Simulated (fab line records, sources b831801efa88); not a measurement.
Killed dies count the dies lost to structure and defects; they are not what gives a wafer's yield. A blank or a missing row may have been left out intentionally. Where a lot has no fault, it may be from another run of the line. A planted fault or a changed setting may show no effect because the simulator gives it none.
One fault seen from 2 desks | flow gf180mcu | every desk sees just its own numbers, and what lay behind them comes last

METROLOGY DESK
Lot by lot, what the gauges showed, no matter which tool ran the lot: averages of those sampled wafers that carry a number. A lot is out of limits, marked OUT, if its mean lies more than 4 standard deviations from the usual mean; the brackets give that distance.
Columns: A = VT_IMPLANT_02_OVL at GF_VT_IMPLANT_OVL_MEAS_29, usual -0.2 nm; B = VT_IMPLANT_4_TW at GF_VT_IMPLANT_TW_MEAS_43, usual 693
lot  | first seen here | A    | B
L820 | day 7 15:43     | -0.3 | 693
L821 | day 8 05:01     | 0.5  | 703
L823 | day 8 11:04     | 0.0  | 696
L824 | day 8 21:22     | -0.3 | 696
L825 | day 9 02:16     | -1.4 | 691
L826 | day 9 14:10     | 0.8  | 698
L827 | day 9 17:55     | -2.2 | 694
L828 | day 10 02:28    | -0.1 | 698
L830 | day 10 13:34    | -1.3 | 697
L831 | day 10 22:01    | -0.5 | 693
L833 | day 11 08:31    | 0.6  | 684
L837 | day 12 10:55    | -2.4 | 679
Finding of this desk: none of the 12 lots has anything out of limits.

THE TOOL OWNER'S DESK: implanter-02
For each lot that ran on this tool, the mean over its sampled wafers that have a number, from the tool's own readings at GF_VT_IMPLANT_IMPLANT_41. A lot is out of limits, marked OUT, if its mean lies more than 4 standard deviations from the usual mean; the brackets give that distance.
Columns: A = beam energy keV at GF_VT_IMPLANT_IMPLANT_41, usual 70.004; B = dose ions cm2 at GF_VT_IMPLANT_IMPLANT_41, usual 1.0131e+12
lot  | first seen here | A      | B
L826 | day 10 07:53    | 69.996 | 1.0119e+12
L827 | day 10 11:56    | 70.024 | 1.0146e+12
L833 | day 12 03:37    | 70.010 | 1.0114e+12
L837 | day 13 07:11    | 69.984 | 1.0128e+12
Finding of this desk: none of the 4 lots has anything out of limits.

PUT TOGETHER
Metrology desk: nothing out of limits seen.
The tool owner's desk saw nothing out of limits.

WHAT HAD BEEN PUT IN BY THE SIMULATOR
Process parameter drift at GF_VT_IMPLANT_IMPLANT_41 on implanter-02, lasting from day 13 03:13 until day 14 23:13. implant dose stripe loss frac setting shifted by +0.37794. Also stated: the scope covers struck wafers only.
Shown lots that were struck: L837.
